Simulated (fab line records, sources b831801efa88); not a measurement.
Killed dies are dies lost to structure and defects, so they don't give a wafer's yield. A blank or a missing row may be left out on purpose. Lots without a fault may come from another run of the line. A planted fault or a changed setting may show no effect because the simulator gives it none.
Chamber matching | flow sfq_line | SFQ_TRILAYER_I3_CMP_CMP_082 on cmp-02: 4 sister chambers
The step polishes SiO2. 4 wafers are shown with their chamber, then 9 later ones without.

WAFERS WITH THEIR CHAMBER
wafer  | chamber | motor_current_A (A)
L453.1 | 2       | 10.5
L453.2 | 1       | 8.2
L454.2 | 3       | 9.4
L454.5 | 0       | 10.1

WAFERS WITHOUT THEIR CHAMBER
wafer  | motor_current_A (A)
L455.2 | 10.4
L455.5 | 10.0
L455.6 | 8.1
L458.1 | 10.5
L458.5 | 10.0
L458.6 | 10.7
L459.1 | 10.4
L459.5 | 7.8
L459.6 | 10.7

WHICH CHAMBER EACH WENT THROUGH
wafer  | from the rows above     | in truth
L455.2 | can't be placed: 2 or 0 | 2
L455.5 | 0                       | 0
L455.6 | 1                       | 1
L458.1 | 2                       | 2
L458.5 | 0                       | 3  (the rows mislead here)
L458.6 | 2                       | 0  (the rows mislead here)
L459.1 | can't be placed: 2 or 0 | 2
L459.5 | 1                       | 1
L459.6 | 2                       | 2
Placed correctly: 5 of 9. Can't be placed from these rows: 2 (the true chamber is among the candidates in 2). Placed wrongly: 2.
How it was worked out, from the rows above alone: a wafer's distance from a chamber is the root of the sum, over the readings, of the square of ((its reading less the chamber's mean) divided by the reading's scatter). The wafer belongs to the nearest chamber; if the next one is less than 2 further off, it can't be placed. A chamber's mean is the mean of its shown wafers. The scatter: with one shown wafer a chamber, the root of the mean of the squares of how far each hidden wafer lies from its nearest shown one.
